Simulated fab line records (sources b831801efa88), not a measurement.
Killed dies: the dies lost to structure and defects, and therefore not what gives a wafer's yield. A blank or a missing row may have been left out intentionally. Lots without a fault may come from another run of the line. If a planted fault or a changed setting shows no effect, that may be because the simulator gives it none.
Split-lot trial	flow sfq-line	on a route of 325 steps: 5 lots, 27 wafers read

THE SPLIT ITSELF
At SFQ_TRILAYER_I4_DEP_PECVD_099 (deposits SiO2 from SiH4/N2O, time 111.11 s, target thk 500 nm), the setting time-s was moved away from the recipe's 111.11 s on 9 of the 27 wafers read, by -49.2% to -21.6%. All remaining wafers had this setting at the recipe value.

The reading is taken at the split's own step.

THE READING
SiO2_of_TRILAYER_I4_DEP_PECVD_099.thk-nm (the simulator's own value, which no gauge read), in nm, at SFQ_TRILAYER_I4_DEP_PECVD_099 (deposits SiO2 from SiH4/N2O, time 111.11 s, target thk 500 nm). The file gives no usual value for it. Here, 18 wafers ran the recipe; their average is 499.5 nm with a standard deviation of 5.3 nm.

wafer	tool, chamber at the split	time-s as run, s	against the recipe	SiO2_of_TRILAYER_I4_DEP_PECVD_099.thk-nm, nm	against lot-mates on the recipe
L074.1	pecvd-04, 2	111.11	recipe	500.6	-
L074.4	pecvd-04, 2	111.11	recipe	506.9	-
L074.5	pecvd-04, 0	111.11	recipe	505	-
L077.1	pecvd-01, 0	111.11	recipe	494.8	-
L077.2	pecvd-01, 2	87.09	-21.6%	384.3	-114.5
L077.3	pecvd-01, 1	87.09	-21.6%	381.3	-117.5
L077.4	pecvd-01, 1	87.09	-21.6%	387.7	-111.1
L077.5	pecvd-01, 2	111.11	recipe	503.3	-
L077.6	pecvd-01, 0	111.11	recipe	498.3	-
L078.1	pecvd-04, 1	76.23	-31.4%	342.3	-160.2
L078.2	pecvd-04, 2	111.11	recipe	495.9	-
L078.3	pecvd-04, 0	111.11	recipe	498.1	-
L078.4	pecvd-04, 1	111.11	recipe	513.5	-
L078.5	pecvd-04, 2	76.23	-31.4%	349.1	-153.4
L078.6	pecvd-04, 0	76.23	-31.4%	342.5	-160.0
L081.1	pecvd-01, 0	111.11	recipe	499.4	-
L081.2	pecvd-01, 1	56.41	-49.2%	250.6	-247.4
L081.3	pecvd-01, 2	56.41	-49.2%	246.4	-251.6
L081.4	pecvd-01, 0	56.41	-49.2%	249	-249.0
L081.5	pecvd-01, 1	111.11	recipe	497.9	-
L081.6	pecvd-01, 2	111.11	recipe	496.7	-
L082.1	pecvd-03, 1	111.11	recipe	492.3	-
L082.2	pecvd-03, 2	111.11	recipe	500.9	-
L082.3	pecvd-03, 0	111.11	recipe	493.2	-
L082.4	pecvd-03, 2	111.11	recipe	501	-
L082.5	pecvd-03, 0	111.11	recipe	501.1	-
L082.6	pecvd-03, 1	111.11	recipe	491.9	-

FIT RESULTS
A straight line over all 27 wafers: SiO2_of_TRILAYER_I4_DEP_PECVD_099.thk-nm changes by +5.08 nm for each +1% of time-s; r = +1.00; the points scatter about the line by 5.3 nm.
The same after taking each lot's own level away (the mean of its wafers on the recipe; 27 wafers): +5.07 nm for each +1%; r = +1.00; scatter 4.4 nm.
On that fit, the largest move of time-s shifts the reading by 2.5e+02 nm.
Across the lots, their own levels run from 496.73 to 504.17 nm, a range of 1.4 times the standard deviation given above.
Consequently the slope shifts little with the lot-to-lot level, the two slopes agreeing.
Check: for one of the wafers moved furthest among these (-49.2%), held out of the fit, the line's prediction against its lot-mates is -251 nm. It came out at -247 nm against them.

ADDITIONAL SPLITS CARRIED BY THESE WAFERS
Note: prior to the reading, these wafers also went through further splits. Each is held against what the fit with the lots' levels taken away leaves over:
other split on the same wafers	wafers away from the commonest value	r with SiO2_of_TRILAYER_I4_DEP_PECVD_099.thk-nm (lot level and that fit taken away)
SFQ_TRILAYER_L0_BARC_OPEN_METAL_ETCH_010 time-s	9	+0.30
SFQ_TRILAYER_M0_DEP_SPUTTER_019 time-s	6	-0.10
SFQ_TRILAYER_M1_ETCH_METAL_ETCH_042 time-s	12	+0.26
SFQ_TRILAYER_M2_BARC_OPEN_METAL_ETCH_077 time-s	9	-0.02
SFQ_TRILAYER_M3_DEP_SPUTTER_073 time-s	12	-0.33
SFQ_TRILAYER_M3_BARC_OPEN_METAL_ETCH_100 time-s	12	-0.06

THE WHOLE CHAIN: every reading that the file lists as answering this split, in the file's order
step	what it does	reading	change (the file's fit)	r (the file's)
SFQ_TRILAYER_I4_DEP_PECVD_099	deposits SiO2 from SiH4/N2O, time 111.11 s, target thk 500 nm	SiO2_of_TRILAYER_I4_DEP_PECVD_099.thk-nm (the simulator's own value, which no gauge read)	+5.08 nm for each +1% of the setting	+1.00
SFQ_TRILAYER_I4_CMP_CMP_100	polishes SiO2	time-to-endpoint-s	withheld for each +1% of the setting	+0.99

THE FILE'S OWN FIT
SiO2_of_TRILAYER_I4_DEP_PECVD_099.thk-nm changes by +5.08 nm for each +1% of time-s, r = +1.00.
